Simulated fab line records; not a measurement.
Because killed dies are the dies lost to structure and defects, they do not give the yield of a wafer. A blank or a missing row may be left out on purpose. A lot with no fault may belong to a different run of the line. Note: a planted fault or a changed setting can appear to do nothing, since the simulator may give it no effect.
Matching of chambers :: flow gf180mcu :: GF_STI_CVD_23 on hdpcvd-02: 3 sister chambers
The step deposits SiO2, target thk 650 nm, time 108.3 s. 6 wafers are shown with their chamber, then 7 later ones without.

WAFERS, EACH WITH ITS CHAMBER
wafer: L136.5
chamber: 1
pressureMtorr (mTorr): 5.998

wafer: L136.6
chamber: 2
pressureMtorr (mTorr): 6.029

wafer: L138.5
chamber: 1
pressureMtorr (mTorr): 5.989

wafer: L138.6
chamber: 0
pressureMtorr (mTorr): 6.018

wafer: L139.2
chamber: 0
pressureMtorr (mTorr): 6.019

wafer: L139.3
chamber: 2
pressureMtorr (mTorr): 5.994

WAFERS WITH NO CHAMBER GIVEN
wafer: L139.5
pressureMtorr (mTorr): 6.016

wafer: L145.1
pressureMtorr (mTorr): 5.998

wafer: L145.2
pressureMtorr (mTorr): 5.984

wafer: L145.6
pressureMtorr (mTorr): 5.999

wafer: L156.1
pressureMtorr (mTorr): 6.011

wafer: L156.2
pressureMtorr (mTorr): 6.016

wafer: L156.6
pressureMtorr (mTorr): 6.025

THE CHAMBER EACH PASSED THROUGH
wafer: L139.5
from the rows above: can't be placed: 0 or 2 or 1
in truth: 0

wafer: L145.1
from the rows above: can't be placed: 1 or 2 or 0
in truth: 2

wafer: L145.2
from the rows above: can't be placed: 1 or 2 or 0
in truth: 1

wafer: L145.6
from the rows above: can't be placed: 1 or 2 or 0
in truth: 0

wafer: L156.1
from the rows above: can't be placed: 2 or 0 or 1
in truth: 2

wafer: L156.2
from the rows above: can't be placed: 0 or 2 or 1
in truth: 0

wafer: L156.6
from the rows above: can't be placed: 0 or 2 or 1
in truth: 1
Correctly placed: 0 of 7. From these rows, 7 cannot be placed; in 7 the true chamber is one of the candidates. Wrongly placed: 0.
How it was worked out, from the rows above alone: a wafer's distance from a chamber is the root of the sum, over the readings, of the square of ((its reading less the chamber's mean) divided by the reading's scatter). If the next closest chamber is less than 2 further off than the closest, the wafer can't be placed; otherwise it belongs to the closest. For every chamber, the mean is computed from those of its wafers that are shown. The scatter is the square root of a quotient: the sum, over the shown wafers, of each reading's squared deviation from its chamber's mean, divided by wafers minus chambers.
